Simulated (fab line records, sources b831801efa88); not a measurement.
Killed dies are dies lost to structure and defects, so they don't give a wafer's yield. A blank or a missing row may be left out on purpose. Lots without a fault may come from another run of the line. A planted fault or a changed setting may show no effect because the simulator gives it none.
Which tool did it? | flow gf180mcu | 13 lots, 39 wafers sampled, at 4 steps of a route of 602

WHAT THE GAUGES READ, wafer by wafer
GF_SALICIDE_RS_MEAS_04: measures by four-point-probe.
lot  | measured     | on            | SALICIDE_TIN_RS (ohm/sq)
L845 | day 15 02:08 | film_metro-04 | 16.0 16.2 16.5
L847 | day 15 22:54 | film_metro-03 | 16.1 15.8 16.0
L848 | day 16 05:43 | film_metro-01 | 16.6 16.4 16.6
L850 | day 16 18:40 | film_metro-04 | 16.5 16.8 16.9
L852 | day 17 16:32 | film_metro-03 | 16.7 15.9 16.0
L853 | day 18 01:55 | film_metro-01 | 16.2 16.7 16.6
L854 | day 18 06:44 | film_metro-03 | 8.3 8.5 8.6
L856 | day 19 03:52 | film_metro-04 | 8.5 8.5 8.4
L862 | day 21 07:31 | film_metro-01 | 8.4 8.6 8.5
L863 | day 21 23:40 | film_metro-01 | 16.4 16.5 16.5
L865 | day 22 07:21 | film_metro-04 | 16.7 16.2 16.2
L866 | day 22 12:10 | film_metro-04 | 16.2 16.2 16.1
L868 | day 23 08:31 | film_metro-04 | 16.4 16.2 16.3

GF_M3_OVL_MEAS_15.
lot  | measured     | on         | M3_OVL (nm)
L845 | day 21 06:29 | overlay-01 | 7 6 0
L847 | day 22 05:22 | overlay-01 | 4 4 8
L848 | day 22 08:49 | overlay-01 | 5 8 10
L850 | day 23 02:13 | overlay-01 | 10 7 7
L852 | day 24 02:29 | overlay-02 | 0 1 -2
L853 | day 24 06:52 | overlay-02 | -3 0 0
L854 | day 24 10:28 | overlay-02 | 2 5 1
L856 | day 25 07:49 | overlay-02 | 12 11 7
L862 | day 27 06:00 | overlay-02 | -3 -2 1
L863 | day 27 19:11 | overlay-01 | -3 -8 6
L865 | day 28 03:17 | overlay-02 | 2 8 0
L866 | day 28 06:16 | overlay-02 | 6 -5 7
L868 | day 28 23:08 | overlay-01 | 9 0 11

WHICH TOOL RAN EACH LOT (tool, then ch and the chambers of the sampled wafers, then the start)
lot  | GF_SALICIDE_SPUTTER_02       | GF_V2_SPUTTER_21
L845 | pvd_sputter-02, day 15 02:04 | pvd_sputter-01, day 20 06:28
L847 | pvd_sputter-04, day 15 22:51 | pvd_sputter-01, day 21 04:46
L848 | pvd_sputter-04, day 16 05:40 | pvd_sputter-01, day 21 08:34
L850 | pvd_sputter-04, day 16 18:37 | pvd_sputter-03, day 22 02:14
L852 | pvd_sputter-04, day 17 16:28 | pvd_sputter-04, day 23 02:17
L853 | pvd_sputter-03, day 18 01:52 | pvd_sputter-03, day 23 07:40
L854 | pvd_sputter-04, day 18 06:29 | pvd_sputter-01, day 23 11:04
L856 | pvd_sputter-02, day 19 03:37 | pvd_sputter-03, day 24 09:18
L862 | pvd_sputter-04, day 21 07:16 | pvd_sputter-04, day 26 08:18
L863 | pvd_sputter-02, day 21 23:37 | pvd_sputter-01, day 26 22:22
L865 | pvd_sputter-03, day 22 07:17 | pvd_sputter-01, day 27 05:55
L866 | pvd_sputter-03, day 22 12:06 | pvd_sputter-03, day 27 09:01
L868 | pvd_sputter-02, day 23 08:24 | pvd_sputter-01, day 28 02:26
- GF_SALICIDE_SPUTTER_02: material Co, target thk 10 nm, time 20 s.
- GF_V2_SPUTTER_21: material Ti, target thk 15 nm, time 80.02 s.

WHAT THE TOOLS THEMSELVES READ (means of the sampled wafers that have a number; where no wafer has one, the mark that the record gives instead)
GF_SALICIDE_SPUTTER_02.
lot  | tool           | throttle_valve_pct (%)
L845 | pvd_sputter-02 | 30.1
L847 | pvd_sputter-04 | 30.5
L848 | pvd_sputter-04 | 30.4
L850 | pvd_sputter-04 | 30.2
L852 | pvd_sputter-04 | 30.1
L853 | pvd_sputter-03 | 30.2
L854 | pvd_sputter-04 | 30.6
L856 | pvd_sputter-02 | 30.3
L862 | pvd_sputter-04 | 30.7
L863 | pvd_sputter-02 | 31.0
L865 | pvd_sputter-03 | 30.2
L866 | pvd_sputter-03 | 29.6
L868 | pvd_sputter-02 | 30.3

GF_V2_SPUTTER_21.
lot  | tool           | throttle_valve_pct (%)
L845 | pvd_sputter-01 | 29.8
L847 | pvd_sputter-01 | 30.3
L848 | pvd_sputter-01 | 30.7
L850 | pvd_sputter-03 | 30.4
L852 | pvd_sputter-04 | 30.4
L853 | pvd_sputter-03 | 30.3
L854 | pvd_sputter-01 | 29.7
L856 | pvd_sputter-03 | 29.7
L862 | pvd_sputter-04 | 30.7
L863 | pvd_sputter-01 | 30.8
L865 | pvd_sputter-01 | 30.4
L866 | pvd_sputter-03 | 31.1
L868 | pvd_sputter-01 | 30.2

THE ANSWER, worked out from the rows above alone
Rule: what is usual is taken from the lots themselves. Put in order of their means at a reading, lots are off if they are a third of the lots or fewer, leave a main group of 4 or more, and stand apart from it by a gap of 3 or more times the standard deviation of the main group's means; of several such gaps the widest counts. A main group whose means are all the same, to the digits that the tables above print for the reading, isn't used. A lot without any number at a reading at which 4 lots or more have one is off too. The other lots that the step has rows for count as sound. The gauges are gone through in route order, then the tools' own readings, and for those a lot's mean is taken as printed above. The first step at which some lot is off is used, and at that step the reading that is off furthest; a lot without a number counts as furthest.
Off: L854, L856, L862, at GF_SALICIDE_RS_MEAS_04 (SALICIDE_TIN_RS). The main group: mean 16.3 ohm/sq, standard deviation 0.21.
A tool fits if, at a process step before that reading, it ran every lot that is off, and no sound lot after the first of them. The gauges at GF_SALICIDE_RS_MEAS_04 are tried like those tools. None of those tried fits.

WHAT THE SIMULATOR HAD PUT IN
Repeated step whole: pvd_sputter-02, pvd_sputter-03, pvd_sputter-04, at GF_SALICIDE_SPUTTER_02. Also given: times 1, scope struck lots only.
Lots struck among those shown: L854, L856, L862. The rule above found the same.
